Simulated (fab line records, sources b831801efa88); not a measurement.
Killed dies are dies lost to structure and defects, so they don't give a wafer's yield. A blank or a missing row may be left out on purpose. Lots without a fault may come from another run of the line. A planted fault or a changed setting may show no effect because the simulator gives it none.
Problem report in the 8D (eight disciplines) form, filled by code | flow gf180mcu | the parts of the form that need people (team, actions taken, sign-off) are left out

1. THE PROBLEM
NSD_RS at GF_PSD_RS_MEAS_14 reads a mean of 46.80 ohm/sq on 6 wafers of 2 lots; wafers without a fault read 46.15 ohm/sq with a standard deviation of 0.096. That is +6.8 standard deviations from the usual mean.
The step: measures by four-point-probe.
First seen on wafer L605.2, day 21 16:52, on film_metro-04. The record holds 42 wafers of 14 lots with a number at this step. Rule for "out", or "out of limits": more than 4 standard deviations from the usual mean. The other wafers with a number count as sound.

2. WHAT IT IS AND WHAT IT IS NOT
question                    | is                           | is not
which readings at this step | NSD_RS                       | -
which lots                  | L605, L606                   | L584, L585, L586, L587, L588, L589, L591, L592, L593, L594, L595, L607
which wafers of those lots  | all that have a number       | -
read on which gauges        | film_metro-02, film_metro-04 | film_metro-03
when                        | from day 21 16:52            | up to then (33 sound wafers); but 3 sound wafers of L607 came after

3. SUSPECTS, AND WHAT RULES EACH OUT
Counting: a tool at a process step up to the reading stays a suspect if it ran every lot that is out and no sound lot after the first of them.
- the gauge at GF_PSD_RS_MEAS_14: ruled out. The wafers that are out were read on 2 gauges (film_metro-02, film_metro-04).
- implanter-02 at GF_NSD_IMPLANT_10: kept. It ran every lot that is out, first L605 (day 20 16:32), and no sound lot after that; its last sound lot up to then is L594 (day 16 23:28).
Left after counting: implanter-02 at GF_NSD_IMPLANT_10.

4. THE CAUSE (what the simulator had put in)
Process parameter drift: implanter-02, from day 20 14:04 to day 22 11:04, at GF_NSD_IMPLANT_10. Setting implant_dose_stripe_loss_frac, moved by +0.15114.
Counting left only this tool.

5. THE CHAIN OF EFFECTS, in route order
Each row: a reading whose mean over the struck wafers that have a number lies more than 3 standard deviations from the usual. Only readings for which the record gives a usual standard deviation are gone through. hours: the time from each lot's start at the first step in this table that gives one to its start at this step, as a median over the lots. sigmas: the change in usual standard deviations.
hours | step              | reading | usual        | on struck wafers | change | sigmas
0     | GF_PSD_RS_MEAS_14 | NSD_RS  | 46.15 ohm/sq | 46.80            | +0.65  | +6.8
Later measuring or inspecting steps at which every struck wafer that the step has a row for has a number for every such reading, and none has moved that far: GF_M1_OVL_MEAS_15, GF_V1_BOW_MEAS_05.

6. WHAT WOULD HAVE CAUGHT IT SOONER
In this record the first reading out of limits at a measuring or inspecting step was taken at day 21 16:52, 27 hours after the fault began at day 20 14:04.
Of the tool readings at GF_NSD_IMPLANT_10 for which the record gives a usual standard deviation, none was out on any struck wafer, so an alarm limit of 4 standard deviations on them would not have fired.
All the lots that are out (2) had begun GF_NSD_IMPLANT_10 on implanter-02 by day 21 16:52. A hold on the tool at that time would have spared none of them.
